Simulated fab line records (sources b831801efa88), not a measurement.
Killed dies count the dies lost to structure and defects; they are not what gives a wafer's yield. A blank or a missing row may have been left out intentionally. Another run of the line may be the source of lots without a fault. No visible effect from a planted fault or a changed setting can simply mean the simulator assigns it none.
8D (eight disciplines) problem report, filled in by code || flow gf180mcu || the parts of the form that need people (team, actions taken, sign-off) are left out

1. WHAT IS WRONG
Mean SAB_CVD_00_THK at GF_SAB_THK_MEAS_01: 36.7 nm over 6 wafers in 2 lots; fault-free wafers: 50.1 nm, standard deviation 0.72. Measured from the usual mean, that is -19 standard deviations.
First seen on wafer L595.2, day 19 15:45, on filmMetro-01. The record holds 39 wafers of 13 lots with a number at this step. By rule, "out" or "out of limits" means more than 4 standard deviations away from the usual mean. All remaining wafers that have a number are taken as sound.

2. WHAT IT IS; WHAT IT IS NOT
{"question": "which readings at this step", "is": "SAB_CVD_00_THK", "is not": "-"}
{"question": "which lots", "is": "L595, L597", "is not": "L580, L581, L582, L585, L586, L590, L591, L592, L596, L599, L603"}
{"question": "which wafers of those lots", "is": "all that have a number", "is not": "-"}
{"question": "read on which gauges", "is": "filmMetro-01", "is not": "filmMetro-03, filmMetro-04"}
{"question": "when", "is": "from day 19 15:45", "is not": "up to then (24 sound wafers); but 9 sound wafers of L596, L599, L603 came after"}

3. SUSPECTS, AND WHAT RULES EACH OUT
Counting: a tool at a process step up to the reading stays a suspect if it ran every lot that is out and no sound lot after the first of them.
- the gauge at GF_SAB_THK_MEAS_01: kept. All the wafers that are out were read on filmMetro-01, and no step on other tools shows them out.
- pecvd-02 at GF_SAB_CVD_00 (deposits SiO2 from TEOS, target thk 50 nm, time 4.9302 s): kept. It ran every lot that is out, first L595 (day 19 15:43), and no sound lot after that; its last sound lot up to then is L592 (day 18 17:43).
After counting, pecvd-02 at GF_SAB_CVD_00 and filmMetro-01 at GF_SAB_THK_MEAS_01 remain.

4. THE CAUSE (what the simulator had put in)
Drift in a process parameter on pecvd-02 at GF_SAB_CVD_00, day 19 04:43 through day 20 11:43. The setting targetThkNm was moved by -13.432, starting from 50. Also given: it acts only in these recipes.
This tool is one of the 2 suspects left after counting.

5. THE EFFECT CHAIN, in route order
Rows list readings where the struck wafers' mean (over those with a number) sits beyond 3 standard deviations from the usual. Readings are gone through only where the record gives a usual standard deviation; hours: the median, over the lots, of the time from a lot's start at the first step in this table giving one to that lot's start at this step; sigmas: the change measured in usual standard deviations.
{"hours": 0, "step": "GF_SAB_THK_MEAS_01", "reading": "SAB_CVD_00_THK", "usual": "50.1 nm", "on struck wafers": 36.7, "change": -13.4, "sigmas": -19}

6. HOW IT WOULD HAVE BEEN CAUGHT EARLIER
The first out-of-limits reading at a measuring or inspecting step in this record came at day 19 15:45, 11 hours after the fault's start at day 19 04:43.
An alarm limit of 4 standard deviations would not have fired on the tool readings at GF_SAB_CVD_00 for which the record gives a usual standard deviation, since none of them was out on any struck wafer.
Of the lots that are out (2), L597 began GF_SAB_CVD_00 on pecvd-02 after day 19 15:45. A hold on the tool at that time would have spared it.
